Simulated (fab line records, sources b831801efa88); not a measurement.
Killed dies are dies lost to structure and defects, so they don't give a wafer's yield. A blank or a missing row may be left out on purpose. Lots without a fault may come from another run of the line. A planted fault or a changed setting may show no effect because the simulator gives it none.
Which tool did it? | flow sky130 | 7 lots, 21 wafers sampled, at 3 steps of a route of 708

WHAT THE GAUGES READ, wafer by wafer
SKY_METAL4_OVL_MEAS_14.
lot  | measured     | on         | METAL4_OVL (nm)
L254 | day 43 11:19 | overlay-01 | 6 10 7
L255 | day 43 14:34 | overlay-02 | 0 1 0
L259 | day 44 01:54 | overlay-01 | -3 -1 0
L262 | day 44 22:34 | overlay-02 | - - -
L267 | day 45 23:43 | overlay-02 | 0 7 -4
L270 | day 46 18:31 | overlay-01 | 3 2 4
L275 | day 48 03:01 | overlay-02 | 5 4 1

WHICH TOOL RAN EACH LOT (tool, then ch and the chambers of the sampled wafers, then the start)
lot  | SKY_VIA3_STRIP_16                    | SKY_METAL4_PEB_11
L254 | plasma_asher-01 ch 0,1, day 41 09:10 | litho_track-04 ch 0, day 43 10:00
L255 | plasma_asher-01 ch 0,1, day 41 13:13 | litho_track-03 ch 0, day 43 14:00
L259 | plasma_asher-04 ch 0,1, day 42 01:35 | litho_track-03 ch 0, day 44 01:00
L262 | plasma_asher-03 ch 0,1, day 43 00:09 | litho_track-04, day 44 22:00
L267 | plasma_asher-04 ch 0,1, day 44 02:51 | litho_track-02 ch 0, day 45 23:00
L270 | plasma_asher-03 ch 1, day 44 21:46   | litho_track-02 ch 0, day 46 18:00
L275 | plasma_asher-04 ch 1, day 46 06:43   | litho_track-04 ch 0, day 48 02:00
- SKY_VIA3_STRIP_16: strips in O2/N2.
- SKY_METAL4_PEB_11

THE ANSWER, worked out from the rows above alone
Rule: what is usual is taken from the lots themselves. Put in order of their means at a reading, lots are off if they are a third of the lots or fewer, leave a main group of 4 or more, and stand apart from it by a gap of 3 or more times the standard deviation of the main group's means; of several such gaps the widest counts. A main group whose means are all the same, to the digits that the tables above print for the reading, isn't used. A lot without any number at a reading at which 4 lots or more have one is off too. The other lots that the step has rows for count as sound.
Off: L262, at SKY_METAL4_OVL_MEAS_14 (METAL4_OVL). Without a number there: L262. The main group: mean 2 nm, standard deviation 2.9.
A tool fits if, at a process step before that reading, it ran every lot that is off, and no sound lot after the first of them. The gauges at SKY_METAL4_OVL_MEAS_14 are tried like those tools. None of those tried fits.

WHAT THE SIMULATOR HAD PUT IN
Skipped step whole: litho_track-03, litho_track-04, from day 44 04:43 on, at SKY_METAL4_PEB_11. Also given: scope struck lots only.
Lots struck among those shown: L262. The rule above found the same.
